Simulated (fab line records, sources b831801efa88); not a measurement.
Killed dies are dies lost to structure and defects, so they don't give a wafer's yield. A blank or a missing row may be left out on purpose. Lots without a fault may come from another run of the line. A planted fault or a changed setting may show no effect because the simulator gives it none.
Tool commonality check | flow gf180mcu | 13 lots, 39 wafers sampled

WHY IT WAS OPENED
At GF_HV_LDD_TW_MEAS_38 the reading HV_LDD_3_TW is flagged on 2 of 13 lots. Wafers without a fault read 1425, standard deviation 9.4.
Rule: a lot is flagged when every wafer of it that has a number lies more than 4 standard deviations from that mean, or none has a number. The other lots count as sound.

lot  | measured     | on            | HV_LDD_3_TW, wafer by wafer | flag
L760 | day 11 17:04 | film_metro-01 | 1438 1432 1433              |
L761 | day 11 23:23 | film_metro-04 | 1429 1422 1434              |
L763 | day 12 13:55 | film_metro-03 | 1417 1427 1418              |
L765 | day 13 06:25 | film_metro-04 | 1528 1526 1531              | FLAGGED
L768 | day 14 04:43 | film_metro-03 | 1513 1511 1514              | FLAGGED
L769 | day 14 09:43 | film_metro-04 | 1437 1431 1431              |
L775 | day 16 10:12 | film_metro-03 | 1415 1424 1414              |
L776 | day 16 21:28 | film_metro-04 | 1423 1436 1431              |
L777 | day 17 07:07 | film_metro-01 | 1445 1443 1441              |
L778 | day 17 10:01 | film_metro-03 | 1423 1414 1421              |
L779 | day 17 20:26 | film_metro-03 | 1416 1422 1419              |
L781 | day 18 10:26 | film_metro-04 | 1425 1426 1425              |
L782 | day 18 18:07 | film_metro-04 | 1426 1429 1427              |
The numbers of the flagged lots are 1520 on average: +96 against the usual, or +10 standard deviations.

WHICH TOOL RAN EACH LOT
The record holds 1 process step before the reading, out of a route of 602 steps. In each cell: the tool, then ch and the chambers that the sampled wafers went through, then the start.
lot  | flag    | GF_HV_LDD_IMPLANT_36
L760 |         | implanter-02 ch 0, day 11 16:50
L761 |         | implanter-02 ch 0, day 11 23:08
L763 |         | implanter-02 ch 0, day 12 13:40
L765 | FLAGGED | implanter-02 ch 0, day 13 06:11
L768 | FLAGGED | implanter-02 ch 0, day 14 04:28
L769 |         | implanter-04 ch 0, day 14 09:28
L775 |         | implanter-04 ch 0, day 16 09:57
L776 |         | implanter-02 ch 0, day 16 21:13
L777 |         | implanter-02 ch 0, day 17 06:53
L778 |         | implanter-01 ch 0, day 17 09:47
L779 |         | implanter-01 ch 0, day 17 20:14
L781 |         | implanter-02 ch 0, day 18 10:11
L782 |         | implanter-04 ch 0, day 18 17:53
What these steps do:
- GF_HV_LDD_IMPLANT_36
- GF_HV_LDD_TW_MEAS_38

FLAGGED OVER TOTAL, TOOL BY TOOL (the gauges that took the reading come last)
step                 | tool          | lots run | flagged | share of the flagged lots | sound lots run after its first flagged lot
GF_HV_LDD_IMPLANT_36 | implanter-01  | 2        | 0       | none                      | -
GF_HV_LDD_IMPLANT_36 | implanter-02  | 8        | 2       | all                       | 3 (L776,L777,L781)
GF_HV_LDD_IMPLANT_36 | implanter-04  | 3        | 0       | none                      | -
GF_HV_LDD_TW_MEAS_38 | film_metro-01 | 2        | 0       | none                      | -
GF_HV_LDD_TW_MEAS_38 | film_metro-03 | 5        | 1       | some                      | 3 (L775,L778,L779)
GF_HV_LDD_TW_MEAS_38 | film_metro-04 | 6        | 1       | some                      | 4 (L769,L776,L781,L782)

WHAT THE TABLE ALLOWS
1 row of the table ran every flagged lot: implanter-02 at GF_HV_LDD_IMPLANT_36.
- implanter-02 at GF_HV_LDD_IMPLANT_36: 2 of its 8 lots flagged. Sound lots ran on it after the first flagged one (L776, L777, L781), which a lasting fault on the whole tool wouldn't allow. Its own readings lie more than 4 standard deviations out on every wafer of the flagged lots: dose_ions_cm2, faraday_current_uA.
No row of the table ran every flagged lot and no sound lot after the first.

WHAT THE SIMULATOR HAD PUT IN
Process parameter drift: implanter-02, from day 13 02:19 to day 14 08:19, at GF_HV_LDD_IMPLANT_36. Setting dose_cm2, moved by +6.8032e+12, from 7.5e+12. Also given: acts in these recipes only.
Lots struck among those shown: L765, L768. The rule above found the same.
